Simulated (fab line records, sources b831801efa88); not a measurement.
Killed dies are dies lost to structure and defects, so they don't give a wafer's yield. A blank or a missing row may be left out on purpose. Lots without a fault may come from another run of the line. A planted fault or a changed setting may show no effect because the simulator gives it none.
Chamber matching | flow gf180mcu | GF_CONTACT_CMP_27 on cmp-01: 4 sister chambers
The step polishes, stops on SiO2, t overpolish 15 s, target thk 0 nm. 4 wafers are shown with their chamber, then 6 later ones without.

WAFERS WITH THEIR CHAMBER
wafer  | chamber | motor_current_A (A)
L904.5 | 0       | 11.5
L917.1 | 2       | 10.0
L917.2 | 3       | 11.2
L917.5 | 1       | 9.1

WAFERS WITHOUT THEIR CHAMBER
wafer  | motor_current_A (A)
L918.3 | 11.8
L918.5 | 8.8
L918.6 | 12.0
L919.2 | 11.5
L919.3 | 10.3
L919.4 | 8.5

WHICH CHAMBER EACH WENT THROUGH
wafer  | from the rows above     | in truth
L918.3 | can't be placed: 0 or 3 | 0
L918.5 | 1                       | 1
L918.6 | can't be placed: 0 or 3 | 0
L919.2 | can't be placed: 0 or 3 | 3
L919.3 | can't be placed: 2 or 3 | 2
L919.4 | 1                       | 1
Placed correctly: 2 of 6. Can't be placed from these rows: 4 (the true chamber is among the candidates in 4). Placed wrongly: 0.
How it was worked out, from the rows above alone: a wafer's distance from a chamber is the root of the sum, over the readings, of the square of ((its reading less the chamber's mean) divided by the reading's scatter). The wafer belongs to the nearest chamber; if the next one is less than 2 further off, it can't be placed. A chamber's mean is the mean of its shown wafers. The scatter: with one shown wafer a chamber, the root of the mean of the squares of how far each hidden wafer lies from its nearest shown one.
